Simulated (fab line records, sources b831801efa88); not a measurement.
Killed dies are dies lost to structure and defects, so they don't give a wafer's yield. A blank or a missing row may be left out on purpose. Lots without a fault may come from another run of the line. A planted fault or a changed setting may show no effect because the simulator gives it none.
fab line records | flow gf180mcu
record lots=5 wafers=15 last_day=30
route steps=602 shown M1@326 V1@335 M2@362
lots that met no fault: from a run of the same line without faults
start_h: hours from the record's first day to the start of the lot's first wafer shown | wait_h: hours since the lot's step before | " the same as in the row above | L1.1+2: a row that stands for several wafers | - no value, or no start given | * or withheld: withheld | < > ~ a bound
route shown NAME@n: a module of which the file shows steps, and the number in the route of the first | usual: mean/standard deviation of fault-free wafers | same: alike in all rows | chamber/n: place in a boat | sites: the reading at each site | _std_site: their standard deviation | _edge_site: outer sites' mean less inner sites' | radius_mm: how far each site lies from the wafer's centre | mask NAME#n: copy n | behind: the tool/chamber that last shaped the wafer | hold: why the lot was held/for how many hours/how that ended | device: the transistor (n, p or np) that didn't switch | end of line: the same wafers' tests at the end of the route | a step without rows: its recipe alone | killed: dies lost to structure and defects at the first sort, not the wafer's yield | map: a wafer's dies, x killed, . not, _ none there
set.NAME: the setting as run; set.NAME@STEP: as run at that earlier step | model.NAME: the simulator's own value behind a step, which no gauge read
lots at some steps of the route; a table a step, a row a wafer
services: from which hour (start_h, from the record's first day; less than 0 if before it) a tool's chamber was out of use, for how many hours, and why
## steps
# step GF_M1_EXPOSE_11
# recipe mask_id=Metal1 target_cd_nm=230 na=0.68 source_shape=conventional sigma_outer=0.6 dose_mj=28
# usual exposure_dose_mJ_cm2=28.13/0.16 stage_vel_mm_s=499.95/0.29
# columns lot.wafer tool chamber start_h wait_h mask exposure_dose_mJ_cm2 stage_vel_mm_s
L075.1 krf_scanner-02 0 - - Metal1#0 28.28 499.59
L075.5 " 0 " " Metal1#0 28.28 500.14
L075.6 " 0 " " Metal1#0 28.32 499.92
L076.3 krf_scanner-01 0 - - Metal1#0 28.04 499.39
L076.5 " 0 " " Metal1#0 28.03 500.08
L076.6 " 0 " " Metal1#0 27.98 500.17
L077.2 krf_scanner-01 0 - - Metal1#0 28.00 500.17
L077.3 " 0 " " Metal1#0 28.03 500.61
L077.6 " 0 " " Metal1#0 28.01 499.90
L079.1 krf_scanner-01 0 - - Metal1#0 27.94 500.13
L079.2 " 0 " " Metal1#0 27.89 500.16
L079.3 " 0 " " Metal1#0 27.91 499.80
L080.1 krf_scanner-02 0 - - Metal1#0 28.26 500.07
L080.5 " 0 " " Metal1#0 28.30 500.29
L080.6 " 0 " " Metal1#0 28.33 500.08
# step GF_M1_PEB_12
# recipe peb_temp_c=135 peb_time_s=90 resist=KrF
# columns lot.wafer tool chamber start_h wait_h
L075.1+5+6 litho_track-04 0 - -
L076.3+5+6 litho_track-04 0 - -
L077.2+3+6 litho_track-04 0 - -
L079.1+2+3 litho_track-01 0 - -
L080.1+5+6 litho_track-04 0 - -
# step GF_M1_DEVELOP_13
# recipe develop_time_s=60 dev_temp_c=21
# columns lot.wafer tool chamber start_h wait_h
L075.1+5+6 litho_track-04 0 392.89 0.2
L076.3+5+6 litho_track-04 0 396.39 0.1
L077.2+3+6 litho_track-04 0 415.26 0.2
L079.1+2+3 litho_track-01 0 439.31 0.2
L080.1+5+6 litho_track-04 0 442.19 0.2
# step GF_M1_CD_MEAS_14
# recipe target_cd_nm=230
# usual cd_nm=230.3/1.3
# columns lot.wafer tool chamber start_h wait_h cd_nm
L075.1 cd_sem-02 - 393.04 0.1 230.9
L075.5 " - " " 230.8
L075.6 " - " " 229.7
L076.3 cd_sem-01 - 396.53 0.1 229.5
L076.5 " - " " 230.9
L076.6 " - " " 229.7
L077.2 cd_sem-01 - 415.41 0.1 231.3
L077.3 " - " " 230.7
L077.6 " - " " 230.2
L079.1 cd_sem-01 - 439.46 0.1 231.5
L079.2 " - " " 232.7
L079.3 " - " " 230.8
L080.1 cd_sem-01 - 442.34 0.1 230.0
L080.5 " - " " 229.3
L080.6 " - " " 230.8
# step GF_M1_OVL_MEAS_15
# usual M1_OVL=4/4.4
# columns lot.wafer tool chamber start_h wait_h M1_OVL[nm]
L075.1 overlay-01 - 393.16 0.1 -3
L075.5 " - " " 0
L075.6 " - " " 6
L076.3 overlay-01 - 396.62 0.1 -1
L076.5 " - " " 5
L076.6 " - " " 2
L077.2 overlay-01 - 415.51 0.1 8
L077.3 " - " " 7
L077.6 " - " " 11
L079.1 overlay-01 - 439.58 0.1 -5
L079.2 " - " " -2
L079.3 " - " " -1
L080.1 overlay-01 - 442.46 0.1 3
L080.5 " - " " 1
L080.6 " - " " 3
# step GF_M1_METAL_ETCH_16
# recipe chemistry=Cl2/BCl3 mask_material=KrF target_depth_nm=750.8 stop_on=SiO2 pressure_mtorr=8 icp_w=800 bias_w=140 Cl2_flow_sccm=80 bcl3_flow_sccm=40 time_s=125.1
# usual drypump_motor_current_A=5.6/0.57 oes_product_au=0.989/0.0059 throttle_valve_pct=28.232/0.011
# columns lot.wafer tool chamber start_h wait_h drypump_motor_current_A oes_product_au rf_hours_counter_h throttle_valve_pct
L075.1 rie_metal-04 0 393.19 0.0 6.0 0.989 5 28.230
L075.5 " 1 " " 6.6 0.998 - 28.221
L075.6 " 0 " " 6.0 0.985 - 28.237
L076.3 rie_metal-01 0 396.69 0.1 5.6 0.992 - 28.229
L076.5 " 0 " " 5.6 0.984 - 28.241
L076.6 " 1 " " 5.2 0.993 - 28.250
L077.2 rie_metal-01 0 415.54 0.0 5.7 0.984 13 28.226
L077.3 " 1 " " 5.2 0.983 - 28.246
L077.6 " 1 " " 5.2 0.988 - 28.214
L079.1 rie_metal-02 1 439.62 0.0 4.7 0.996 11 28.228
L079.2 " 0 " " 6.1 0.997 6 28.223
L079.3 " 0 " " 6.1 0.990 - 28.211
L080.1 rie_metal-01 1 442.49 0.0 5.3 0.975 13 28.224
L080.5 " 0 " " 5.7 0.976 - 28.258
L080.6 " 1 " " 5.2 0.992 - 28.251
# step GF_M1_STRIP_17
# recipe chemistry=O2/N2 power_w=1400 pressure_mtorr=1500 platen_temp_c=250 o2_flow_sccm=3000 n2_flow_sccm=300 overash_fraction=0.5
# usual drypump_motor_current_A=5.7/0.41 heater_power_w=332/22 n2_flow_sccm=300.0/0.93 oes_product_au=0.538/0.0048 strip_time_to_endpoint_s=7.39/0.053
# columns lot.wafer tool chamber start_h wait_h drypump_motor_current_A heater_power_w n2_flow_sccm oes_product_au rf_hours_counter_h strip_time_to_endpoint_s
L075.1 plasma_asher-03 0 393.32 0.1 5.0 312 299.7 0.547 76 7.44
L075.5 " 1 " " 6.0 325 299.6 0.537 - 7.39
L075.6 " 0 " " 4.9 322 299.7 0.538 - 7.51
L076.3 plasma_asher-03 1 396.81 0.1 6.0 319 299.3 0.547 - 7.43
L076.5 " 1 " " 6.0 332 299.0 0.545 - 7.42
L076.6 " 0 " " 4.9 317 299.9 0.538 - 7.40
L077.2 plasma_asher-01 0 415.67 0.1 5.8 302 298.9 0.540 31 7.52
L077.3 " 0 " " 5.8 307 301.6 0.550 - 7.49
L077.6 " 0 " " 5.8 309 300.8 0.534 - 7.49
L079.1 plasma_asher-01 0 439.75 0.1 5.8 300 301.5 0.538 34 7.35
L079.2 " 1 " " 5.9 367 301.6 0.538 34 7.28
L079.3 " 1 " " 5.9 370 300.3 0.533 - 7.30
L080.1 plasma_asher-01 0 442.62 0.1 5.8 310 300.4 0.546 34 7.41
L080.5 " 0 " " 5.8 304 301.5 0.540 - 7.51
L080.6 " 1 " " 5.9 372 299.4 0.534 - 7.46
# step GF_M1_STRIP_18
# recipe chemistry=post_etch_residue_remover time_s=1200 temp_c=72.5
# columns lot.wafer tool chamber start_h wait_h
L075.1+5+6 wet_bench-03 2 393.42 0.1
L076.3+5+6 wet_bench-01 0 396.87 0.0
L077.2+3+6 wet_bench-04 0 415.77 0.1
L079.1+2+3 wet_bench-03 0 439.85 0.1
L080.1+5+6 wet_bench-01 3 442.72 0.1
# step GF_M1_CLEAN_19
# recipe chemistry=DIW dry=n2_spin
# columns lot.wafer tool chamber start_h wait_h
L075.1+5+6 wet_bench-01 3 393.79 0.0
L076.3+5+6 wet_bench-04 0 397.21 0.0
L077.2+3+6 wet_bench-01 1 416.11 0.0
L079.1+2+3 wet_bench-04 1 440.19 0.0
L080.1+5+6 wet_bench-04 0 443.40 0.0
# step GF_V1_CVD_00
# recipe material=SiO2 target_thk_nm=600 sigma_open_frac=0.3 temp_c=400 time_s=100 sih4_flow_sccm=60 pressure_mtorr=6
# columns lot.wafer tool chamber start_h wait_h
L075.1+5+6 hdpcvd-01 0,0,2 393.89 0.0
L076.3+5+6 hdpcvd-01 1,1,2 397.31 0.0
L077.2+3+6 hdpcvd-02 1,2,2 416.20 0.0
L079.1+2+3 hdpcvd-01 1,2,0 440.28 0.0
L080.1+5+6 hdpcvd-01 1,1,2 443.50 0.0
# step GF_V1_THK_MEAS_01
# recipe reads=SiO2_of_V1_CVD_00
# usual V1_CVD_00_THK=599/6.8
# columns lot.wafer tool chamber start_h wait_h V1_CVD_00_THK[nm]
L075.1 film_metro-04 - 393.96 0.0 608
L075.5 " - " " 603
L075.6 " - " " 600
L076.3 film_metro-02 - 397.40 0.1 603
L076.5 " - " " 600
L076.6 " - " " 604
L077.2 film_metro-01 - 416.29 0.0 586
L077.3 " - " " 586
L077.6 " - " " 583
L079.1 film_metro-01 - 440.35 0.0 601
L079.2 " - " " 603
L079.3 " - " " 601
L080.1 film_metro-04 - 443.58 0.0 603
L080.5 " - " " 605
L080.6 " - " " 599
# step GF_V1_CVD_02
# recipe material=SiO2 target_thk_nm=850 precursor=TEOS temp_c=400 time_s=94.851 rf_w=600
# usual heater_power_w=628/86
# columns lot.wafer tool chamber start_h wait_h heater_power_w
L075.1 pecvd-03 0 394.02 0.1 651
L075.5 " 1 " " 693
L075.6 " 2 " " 609
L076.3 pecvd-04 1 397.44 0.0 708
L076.5 " 1 " " 761
L076.6 " 0 " " 642
L077.2 pecvd-04 1 416.34 0.0 732
L077.3 " 0 " " 641
L077.6 " 2 " " 537
L079.1 pecvd-04 0 440.41 0.1 519
L079.2 " 2 " " 481
L079.3 " 2 " " 534
L080.1 pecvd-02 2 443.64 0.1 575
L080.5 " 0 " " 643
L080.6 " 1 " " 727
# step GF_V1_THK_MEAS_03
# recipe reads=SiO2_of_V1_CVD_02
# usual V1_CVD_02_THK=850/10
# columns lot.wafer tool chamber start_h wait_h V1_CVD_02_THK[nm]
L075.1 film_metro-01 - 394.09 0.0 837
L075.5 " - " " 845
L075.6 " - " " 857
L076.3 film_metro-04 - 397.53 0.1 834
L076.5 " - " " 836
L076.6 " - " " 847
L077.2 film_metro-01 - 416.42 0.0 842
L077.3 " - " " 843
L077.6 " - " " 858
L079.1 film_metro-02 - 440.52 0.1 846
L079.2 " - " " 846
L079.3 " - " " 864
L080.1 film_metro-01 - 443.71 0.0 842
L080.5 " - " " 861
L080.6 " - " " 854
# step GF_V1_CMP_04
# recipe material=SiO2 down_force_psi=4 platen_rpm=60 pad_velocity_m_s=0.94248
# usual motor_current_A=12.8/1.3 time_to_endpoint_s=80/4.6
# columns lot.wafer tool chamber start_h wait_h motor_current_A time_to_endpoint_s
L075.1 cmp-02 0 394.30 0.2 13.1 74
L075.6 " 1 " " 15.2 82
L075.5 " 2 " " 13.8 81
L076.3 cmp-01 3 397.68 0.1 11.5 79
L076.5 " 1 " " 11.1 78
L076.6 " 2 " " 12.8 81
L077.3 cmp-01 3 416.52 0.1 11.1 81
L077.2 " 0 " " 14.2 78
L077.6 " 2 " " 12.8 85
L079.3 cmp-02 1 440.58 0.0 14.2 84
L079.2 " 3 " " 12.0 77
L079.1 " 0 " " 12.5 76
L080.1 cmp-01 1 443.87 0.1 11.4 81
L080.5 " 3 " " 10.8 89
L080.6 " 0 " " 14.4 87
# step GF_V1_BOW_MEAS_05
# recipe mode=bow
# usual V1_BOW=83/7.9
# columns lot.wafer tool chamber start_h wait_h V1_BOW[um]
L075.1 film_metro-02 - 394.45 0.1 86
L075.5 " - " " 85
L075.6 " - " " 83
L076.3 film_metro-02 - 397.92 0.2 78
L076.5 " - " " 85
L076.6 " - " " 84
L077.2 film_metro-04 - 416.79 0.2 90
L077.3 " - " " 93
L077.6 " - " " 96
L079.1 film_metro-01 - 440.88 0.1 94
L079.2 " - " " 75
L079.3 " - " " 72
L080.1 film_metro-04 - 444.07 0.1 90
L080.5 " - " " 79
L080.6 " - " " 91
# step GF_V1_DEHYDRATE_06
# recipe temp_c=200 time_s=60
# columns lot.wafer tool chamber start_h wait_h
L075.1+5+6 litho_track-04 0 405.09 10.6
L076.3+5+6 litho_track-04 0 408.69 10.7
L077.2+3+6 litho_track-03 0 427.86 11.1
L079.1+2+3 litho_track-01 0 452.26 11.4
L080.1+5+6 litho_track-01 0 455.11 11.0
# step GF_V1_HMDS_07
# recipe prime_time_s=60 prime_temp_c=120
# usual prime_temp_c=119.99/0.13
# columns lot.wafer tool chamber start_h wait_h prime_temp_c
L075.1 litho_track-04 0 405.24 0.1 119.95
L075.5 " 0 " " 119.83
L075.6 " 0 " " 119.79
L076.3 litho_track-04 0 408.84 0.1 119.91
L076.5 " 0 " " 119.82
L076.6 " 0 " " 120.03
L077.2 litho_track-03 0 428.01 0.1 120.03
L077.3 " 0 " " 119.83
L077.6 " 0 " " 119.94
L079.1 litho_track-01 0 452.41 0.1 120.00
L079.2 " 0 " " 119.95
L079.3 " 0 " " 119.86
L080.1 litho_track-01 0 455.26 0.1 120.03
L080.5 " 0 " " 120.05
L080.6 " 0 " " 119.98
# step GF_V1_COAT_08
# recipe resist=BARC temp_c=withheld time_s=withheld spin_rpm=withheld resist_thk_nm=withheld
# columns lot.wafer tool chamber start_h wait_h
L075.1+5+6 litho_track-04 0 405.39 0.1
L076.3+5+6 litho_track-04 0 408.99 0.1
L077.2+3+6 litho_track-03 0 428.16 0.1
L079.1+2+3 litho_track-01 0 452.56 0.1
L080.1+5+6 litho_track-01 0 455.41 0.1
# step GF_V1_COAT_09
# recipe resist=KrF spin_rpm=withheld resist_thk_nm=1000
# columns lot.wafer tool chamber start_h wait_h
L075.1+5+6 litho_track-04 0 - -
L076.3+5+6 litho_track-04 0 - -
L077.2+3+6 litho_track-03 0 - -
L079.1+2+3 litho_track-01 0 - -
L080.1+5+6 litho_track-01 0 - -
# step GF_V1_SOFTBAKE_10
# recipe temp_c=130 time_s=60 resist=KrF
# columns lot.wafer tool chamber start_h wait_h
L075.1+5+6 litho_track-04 0 - -
L076.3+5+6 litho_track-04 0 - -
L077.2+3+6 litho_track-03 0 - -
L079.1+2+3 litho_track-01 0 - -
L080.1+5+6 litho_track-01 0 - -
# step GF_V1_EXPOSE_11
# recipe mask_id=Via1 target_cd_nm=260 na=0.68 source_shape=conventional sigma_outer=0.6 dose_mj=38
# usual exposure_dose_mJ_cm2=38.18/0.22 stage_vel_mm_s=499.96/0.27
# columns lot.wafer tool chamber start_h wait_h mask exposure_dose_mJ_cm2 stage_vel_mm_s
L075.1 krf_scanner-01 0 - - Via1#0 37.97 500.25
L075.5 " 0 " " Via1#0 38.00 499.78
L075.6 " 0 " " Via1#0 37.98 499.97
L076.3 krf_scanner-02 0 - - Via1#0 38.40 499.88
L076.5 " 0 " " Via1#0 38.41 500.33
L076.6 " 0 " " Via1#0 38.39 500.44
L077.2 krf_scanner-01 0 - - Via1#0 38.00 499.98
L077.3 " 0 " " Via1#0 37.96 499.53
L077.6 " 0 " " Via1#0 37.99 499.71
L079.1 krf_scanner-02 0 - - Via1#0 38.37 500.45
L079.2 " 0 " " Via1#0 38.39 499.83
L079.3 " 0 " " Via1#0 38.37 500.02
L080.1 krf_scanner-02 0 - - Via1#0 38.48 499.81
L080.5 " 0 " " Via1#0 38.48 499.95
L080.6 " 0 " " Via1#0 38.42 500.04
# step GF_V1_PEB_12
# recipe peb_temp_c=135 peb_time_s=90 resist=KrF
# columns lot.wafer tool chamber start_h wait_h
L075.1+5+6 litho_track-03 0 - -
L076.3+5+6 litho_track-03 0 - -
L077.2+3+6 litho_track-01 0 - -
L079.1+2+3 litho_track-04 0 - -
L080.1+5+6 litho_track-03 0 - -
# step GF_V1_DEVELOP_13
# recipe develop_time_s=60 resist=KrF dev_temp_c=21
# columns lot.wafer tool chamber start_h wait_h
L075.1+5+6 litho_track-03 0 417.63 0.2
L076.3+5+6 litho_track-03 0 421.43 0.1
L077.2+3+6 litho_track-01 0 440.64 0.2
L079.1+2+3 litho_track-04 0 465.19 0.2
L080.1+5+6 litho_track-03 0 468.08 0.2
# step GF_V1_CD_MEAS_14
# recipe target_cd_nm=260
# usual cd_nm=259.4/0.92
# columns lot.wafer tool chamber start_h wait_h cd_nm
L075.1 cd_sem-02 - 417.78 0.1 258.3
L075.5 " - " " 259.7
L075.6 " - " " 257.8
L076.3 cd_sem-01 - 421.57 0.1 260.4
L076.5 " - " " 261.5
L076.6 " - " " 259.3
L077.2 cd_sem-01 - 440.78 0.1 259.4
L077.3 " - " " 259.6
L077.6 " - " " 260.3
L079.1 cd_sem-02 - 465.34 0.1 258.8
L079.2 " - " " 258.3
L079.3 " - " " 258.7
L080.1 cd_sem-01 - 468.23 0.1 261.4
L080.5 " - " " 259.7
L080.6 " - " " 260.9
# step GF_V1_OVL_MEAS_15
# usual V1_OVL=2/5.2
# columns lot.wafer tool chamber start_h wait_h V1_OVL[nm]
L075.1 overlay-01 - 417.94 0.1 1
L075.5 " - " " -6
L075.6 " - " " -3
L076.3 overlay-01 - 421.67 0.1 5
L076.5 " - " " 6
L076.6 " - " " -1
L077.2 overlay-01 - 441.09 0.3 2
L077.3 " - " " 3
L077.6 " - " " -2
L079.1 overlay-02 - 465.46 0.1 0
L079.2 " - " " 2
L079.3 " - " " 0
L080.1 overlay-01 - 468.35 0.1 -8
L080.5 " - " " -8
L080.6 " - " " -8
# step GF_V1_ETCH_16
# recipe chemistry=N2/H2 target_depth_a=withheld overetch_a=withheld time_s=withheld target=BARC ion_energy_ev=200 source_w=500 bias_w=100 pressure_mtorr=30 n2_flow_sccm=100 h2_flow_sccm=200
# usual drypump_motor_current_A=6.0/0.46 n2_flow_sccm=100.04/0.29 oes_product_au=0.854/0.0045 throttle_valve_pct=13.225/0.0082
# columns lot.wafer tool chamber start_h wait_h drypump_motor_current_A n2_flow_sccm oes_product_au throttle_valve_pct
L075.1 rie_diel-02 3 417.98 0.0 6.4 99.49 0.858 13.232
L075.5 " 1 " " 5.6 99.89 0.853 13.236
L075.6 " 2 " " 6.5 100.24 0.859 13.218
L076.3 rie_diel-02 1 421.69 0.0 5.6 99.82 0.859 13.227
L076.5 " 0 " " 5.7 100.18 0.850 13.223
L076.6 " 1 " " 5.6 100.15 0.856 13.232
L077.2 rie_diel-04 2 441.12 0.0 6.4 99.73 0.852 13.226
L077.3 " 0 " " 4.7 100.25 0.859 13.217
L077.6 " 3 " " 6.0 99.89 0.864 13.228
L079.1 rie_diel-04 1 465.49 0.0 5.9 100.04 0.855 13.216
L079.2 " 3 " " 6.0 100.34 0.845 13.225
L079.3 " 0 " " 4.7 100.08 0.859 13.223
L080.1 rie_diel-01 3 468.39 0.0 6.1 99.99 0.852 13.228
L080.5 " 1 " " 6.0 100.19 0.856 13.223
L080.6 " 2 " " 6.3 99.62 0.852 13.232
# step GF_V1_ETCH_17
# recipe chemistry=C4F8/O2/Ar mask_material=KrF target=SiO2 stop_on=TiN source_w=1500 bias_w=1200 pressure_mtorr=40 c4f8_flow_sccm=withheld O2_flow_sccm=6 Ar_flow_sccm=300 time_s=withheld target_depth_a=6300
# usual oes_product_au=0.855/0.0044
# columns lot.wafer tool chamber start_h wait_h oes_product_au
L075.1 rie_diel-02 3 - - 0.858
L075.5 " 1 " " 0.851
L075.6 " 2 " " 0.853
L076.3 rie_diel-02 1 - - 0.855
L076.5 " 0 " " 0.855
L076.6 " 1 " " 0.862
L077.2 rie_diel-04 2 - - 0.858
L077.3 " 0 " " 0.860
L077.6 " 3 " " 0.847
L079.1 rie_diel-04 1 - - 0.853
L079.2 " 3 " " 0.855
L079.3 " 0 " " 0.862
L080.1 rie_diel-01 3 - - 0.860
L080.5 " 1 " " 0.850
L080.6 " 2 " " 0.855
# step GF_V1_STRIP_18
# recipe chemistry=O2/N2 power_w=1400 pressure_mtorr=1500 platen_temp_c=250 o2_flow_sccm=3000 n2_flow_sccm=300 overash_fraction=0.5
# usual drypump_motor_current_A=5.6/0.41 heater_power_w=330/12 n2_flow_sccm=299.9/0.87 oes_product_au=0.593/0.0043
# columns lot.wafer tool chamber start_h wait_h drypump_motor_current_A heater_power_w n2_flow_sccm oes_product_au rf_hours_counter_h
L075.1 plasma_asher-04 1 418.11 - 5.2 325 300.4 0.600 76
L075.5 " 1 " " 5.2 326 300.5 0.588 -
L075.6 " 0 " " 5.9 329 299.3 0.598 -
L076.3 plasma_asher-04 0 421.85 - 6.0 345 300.2 0.593 -
L076.5 " 1 " " 5.2 323 298.5 0.598 -
L076.6 " 0 " " 6.0 338 299.3 0.591 -
L077.2 plasma_asher-04 0 441.25 - 5.9 342 300.1 0.596 79
L077.3 " 0 " " 5.9 337 300.1 0.596 -
L077.6 " 0 " " 6.0 345 300.9 0.603 -
L079.1 plasma_asher-04 1 465.62 - 5.2 335 298.8 0.596 82
L079.2 " 0 " " 6.0 334 298.2 0.590 82
L079.3 " 0 " " 6.0 349 300.4 0.597 -
L080.1 plasma_asher-02 0 468.52 - 6.1 318 297.5 0.589 68
L080.5 " 0 " " 6.1 305 298.9 0.594 -
L080.6 " 1 " " 5.5 346 298.9 0.603 -
# step GF_V1_STRIP_19
# recipe chemistry=post_etch_residue_remover time_s=1200 temp_c=72.5
# columns lot.wafer tool chamber start_h wait_h
L075.1+5+6 wet_bench-01 2 418.21 0.1
L076.3+5+6 wet_bench-03 1 421.92 0.0
L077.2+3+6 wet_bench-02 1 441.35 0.1
L079.1+2+3 wet_bench-03 3 465.72 0.1
L080.1+5+6 wet_bench-02 3 468.62 0.1
# step GF_V1_CLEAN_20
# recipe chemistry=DIW dry=n2_spin
# columns lot.wafer tool chamber start_h wait_h
L075.1+5+6 wet_bench-02 3 418.55 0.0
L076.3+5+6 wet_bench-01 1 422.29 0.0
L077.2+3+6 wet_bench-03 3 441.69 0.0
L079.1+2+3 wet_bench-01 3 466.06 0.0
L080.1+5+6 wet_bench-01 0 468.96 0.0
# step GF_V1_SPUTTER_21
# recipe material=Ti target_thk_nm=15 chamber_pressure_pa=5 power_w=2500 substrate_temp_c=200 time_s=80.02
# usual throttle_valve_pct=29.8/1
# columns lot.wafer tool chamber start_h wait_h throttle_valve_pct
L075.1 pvd_sputter-02 - 418.64 0.0 30.2
L075.5 " - " " 30.5
L075.6 " - " " 30.3
L076.3 pvd_sputter-01 - 422.39 0.0 30.3
L076.5 " - " " 29.4
L076.6 " - " " 30.0
L077.2 pvd_sputter-02 - 441.78 0.0 30.5
L077.3 " - " " 29.3
L077.6 " - " " 27.3
L079.1 pvd_sputter-02 - 466.15 0.0 27.1
L079.2 " - " " 30.4
L079.3 " - " " 30.1
L080.1 pvd_sputter-03 - 469.05 0.0 28.8
L080.5 " - " " 28.7
L080.6 " - " " 30.3
# step GF_V1_SPUTTER_22
# recipe material=TiN target_thk_nm=10 chamber_pressure_pa=5 power_w=4000 time_s=40
# usual throttle_valve_pct=29.8/1
# columns lot.wafer tool chamber start_h wait_h throttle_valve_pct
L075.1 pvd_sputter-02 - 418.70 0.0 30.3
L075.5 " - " " 30.1
L075.6 " - " " 29.9
L076.3 pvd_sputter-01 - 422.45 0.0 30.4
L076.5 " - " " 29.6
L076.6 " - " " 30.4
L077.2 pvd_sputter-02 - 441.84 0.0 30.2
L077.3 " - " " 29.2
L077.6 " - " " 27.2
L079.1 pvd_sputter-02 - 466.21 0.0 27.1
L079.2 " - " " 30.2
L079.3 " - " " 30.0
L080.1 pvd_sputter-03 - 469.11 0.0 28.7
L080.5 " - " " 29.1
L080.6 " - " " 30.2
# step GF_V1_CVD_23
# recipe material=W target_thk_nm=350 time_s=105.05 temp_c=400 pressure_torr=40
# usual heater_power_w=848/34
# columns lot.wafer tool chamber start_h wait_h heater_power_w
L075.1 cvd_w-01 1 418.74 0.0 842
L075.5 " 0 " " 833
L075.6 " 1 " " 845
L076.3 cvd_w-02 1 422.53 0.1 801
L076.5 " 1 " " 813
L076.6 " 0 " " 894
L077.2 cvd_w-02 0 441.88 0.0 879
L077.3 " 0 " " 886
L077.6 " 0 " " 868
L079.1 cvd_w-01 0 466.26 0.0 844
L079.2 " 1 " " 834
L079.3 " 0 " " 817
L080.1 cvd_w-01 0 469.15 0.0 847
L080.5 " 1 " " 830
L080.6 " 0 " " 841
# step GF_V1_RS_MEAS_24
# recipe thk_meas_gauge=four-point-probe reads=W_of_V1_CVD_23+TiN_of_V1_SPUTTER_22+Ti_of_V1_SPUTTER_21
# usual V1_W_RS=0.329/0.0034
# columns lot.wafer tool chamber start_h wait_h V1_W_RS[ohm/sq]
L075.1 film_metro-02 - 418.85 0.1 0.329
L075.5 " - " " 0.330
L075.6 " - " " 0.332
L076.3 film_metro-01 - 422.65 0.1 0.327
L076.5 " - " " 0.331
L076.6 " - " " 0.327
L077.2 film_metro-01 - 442.01 0.1 0.327
L077.3 " - " " 0.327
L077.6 " - " " 0.326
L079.1 film_metro-04 - 466.38 0.1 0.331
L079.2 " - " " 0.325
L079.3 " - " " 0.331
L080.1 film_metro-02 - 469.26 0.1 0.332
L080.5 " - " " 0.330
L080.6 " - " " 0.334
# step GF_V1_THK_MEAS_25
# recipe thk_meas_gauge=xrf reads=W_of_V1_CVD_23
# usual V1_W_THK=348/6.1
# columns lot.wafer tool chamber start_h wait_h V1_W_THK[nm]
L075.1 film_metro-02 - 418.97 0.1 343
L075.5 " - " " 342
L075.6 " - " " 340
L076.3 film_metro-01 - 422.75 0.1 345
L076.5 " - " " 342
L076.6 " - " " 344
L077.2 film_metro-01 - 442.12 0.1 349
L077.3 " - " " 348
L077.6 " - " " 349
L079.1 film_metro-04 - 466.50 0.1 352
L079.2 " - " " 360
L079.3 " - " " 352
L080.1 film_metro-02 - 469.38 0.1 339
L080.5 " - " " 340
L080.6 " - " " 336
# step GF_V1_CMP_26
# recipe stop_on=SiO2 down_force_psi=3.5 platen_rpm=60 t_overpolish_s=15 target_thk_nm=0 pad_velocity_m_s=0.94248
# usual motor_current_A=11.8/1.2 overpolish_run_s=15.000/0.0091 time_to_endpoint_s=84.8/2.6
# columns lot.wafer tool chamber start_h wait_h motor_current_A overpolish_run_s time_to_endpoint_s
L075.1 cmp-02 1 419.08 0.1 13.4 15.003 86.5
L075.6 " 0 " " 12.1 14.988 82.3
L075.5 " 1 " " 13.3 15.017 85.2
L076.3 cmp-01 1 422.79 0.0 10.4 14.992 88.0
L076.5 " 1 " " 11.2 15.000 86.2
L076.6 " 2 " " 11.7 14.999 86.8
L077.3 cmp-02 3 442.17 0.0 11.2 14.999 84.0
L077.2 " 1 " " 13.8 15.003 85.1
L077.6 " 0 " " 12.3 15.023 87.4
L079.3 cmp-01 1 466.56 0.0 10.7 14.989 87.4
L079.2 " 3 " " 10.6 15.002 90.6
L079.1 " 0 " " 12.3 15.006 82.3
L080.1 cmp-01 0 469.49 0.1 12.9 15.002 84.0
L080.6 " 3 " " 10.3 14.996 84.8
L080.5 " 0 " " 13.1 15.010 86.5
# step GF_M2_SPUTTER_00
# recipe material=Ti target_thk_nm=37.5 arriving_ion_energy_ev=80 substrate_temp_c=200 chamber_pressure_pa=2 power_w=4000 time_s=150
# usual throttle_valve_pct=29.2/0.9
# columns lot.wafer tool chamber start_h wait_h throttle_valve_pct
L075.1 pvd_sputter-03 - 419.33 0.2 30.3
L075.5 " - " " 29.9
L075.6 " - " " 30.2
L076.3 pvd_sputter-04 - 423.09 0.2 28.1
L076.5 " - " " 28.8
L076.6 " - " " 29.2
L077.2 pvd_sputter-04 - 442.47 0.1 28.7
L077.3 " - " " 29.3
L077.6 " - " " 29.9
L079.1 pvd_sputter-04 - 466.86 0.1 29.4
L079.2 " - " " 29.7
L079.3 " - " " 28.7
L080.1 pvd_sputter-02 - 469.74 0.2 27.1
L080.5 " - " " 30.2
L080.6 " - " " 29.2
# step GF_M2_SPUTTER_01
# recipe material=TiN target_thk_nm=30 power_w=6500 time_s=25 chamber_pressure_pa=0.4
# usual throttle_valve_pct=29.2/0.93
# columns lot.wafer tool chamber start_h wait_h throttle_valve_pct
L075.1 pvd_sputter-03 - 419.43 0.1 30.4
L075.5 " - " " 29.9
L075.6 " - " " 30.2
L076.3 pvd_sputter-04 - 423.19 0.1 27.7
L076.5 " - " " 28.8
L076.6 " - " " 29.2
L077.2 pvd_sputter-04 - 442.57 0.1 28.7
L077.3 " - " " 29.4
L077.6 " - " " 29.8
L079.1 pvd_sputter-04 - 466.96 0.1 29.2
L079.2 " - " " 29.8
L079.3 " - " " 28.9
L080.1 pvd_sputter-02 - 469.84 0.1 26.9
L080.5 " - " " 30.4
L080.6 " - " " 29.0
## services
# columns tool chamber start_h hours kind
wet_bench-04 - 358.90 1.9 pm
rie_diel-02 2 375.50 8.0 repair
rie_diel-04 - 377.09 2.8 pm
rie_diel-04 - 393.57 0.2 repair
pvd_sputter-02 - 394.15 5.1 repair
cmp-02 - 397.49 3.0 repair
cmp-02 - 406.41 4.0 pm
wet_bench-04 - 411.03 4.2 repair
krf_scanner-01 - 411.58 1.0 pm
hdpcvd-01 - 413.88 5.8 repair
hdpcvd-01 - 424.59 5.5 pm
pvd_sputter-03 - 424.92 35.1 repair
wet_bench-04 - 425.02 8.4 repair
plasma_asher-04 - 425.55 0.4 repair
krf_scanner-02 - 427.20 0.8 pm
krf_scanner-01 - 430.87 0.8 pm
pvd_sputter-02 - 431.42 1.4 repair
pvd_sputter-04 - 437.01 2.5 repair
pvd_sputter-02 - 437.82 2.0 repair
cmp-02 - 444.54 4.4 repair
hdpcvd-01 1 446.06 4.4 repair
krf_scanner-01 - 449.51 4.0 pm
rie_diel-04 3 452.91 1.9 repair
krf_scanner-02 - 459.15 1.0 pm
## key
fault none
